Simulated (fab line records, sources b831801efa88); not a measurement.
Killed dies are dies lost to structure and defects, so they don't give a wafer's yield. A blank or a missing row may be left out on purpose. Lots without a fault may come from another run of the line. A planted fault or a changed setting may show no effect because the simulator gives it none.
Chamber matching | flow gf180mcu | GF_V3_CMP_04 on cmp-02: 4 sister chambers
The step polishes SiO2. 4 wafers are shown with their chamber, then 7 later ones without.

WAFERS WITH THEIR CHAMBER
wafer  | chamber | time_to_endpoint_s (s)
L618.4 | 3       | 76
L618.5 | 0       | 81
L622.3 | 2       | 72
L622.5 | 1       | 78

WAFERS WITHOUT THEIR CHAMBER
wafer  | time_to_endpoint_s (s)
L622.6 | 82
L627.1 | 82
L627.4 | 89
L627.6 | 83
L629.2 | 91
L629.3 | 86
L629.4 | 91

WHICH CHAMBER EACH WENT THROUGH
wafer  | from the rows above               | in truth
L622.6 | can't be placed: 0 or 1 or 3 or 2 | 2
L627.1 | can't be placed: 0 or 1 or 3 or 2 | 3
L627.4 | can't be placed: 0 or 1 or 3 or 2 | 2
L627.6 | can't be placed: 0 or 1 or 3 or 2 | 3
L629.2 | can't be placed: 0 or 1 or 3 or 2 | 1
L629.3 | can't be placed: 0 or 1 or 3 or 2 | 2
L629.4 | can't be placed: 0 or 1 or 3 or 2 | 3
Placed correctly: 0 of 7. Can't be placed from these rows: 7 (the true chamber is among the candidates in 7). Placed wrongly: 0.
How it was worked out, from the rows above alone: a wafer's distance from a chamber is the root of the sum, over the readings, of the square of ((its reading less the chamber's mean) divided by the reading's scatter). The wafer belongs to the nearest chamber; if the next one is less than 2 further off, it can't be placed. A chamber's mean is the mean of its shown wafers. The scatter: with one shown wafer a chamber, the root of the mean of the squares of how far each hidden wafer lies from its nearest shown one.
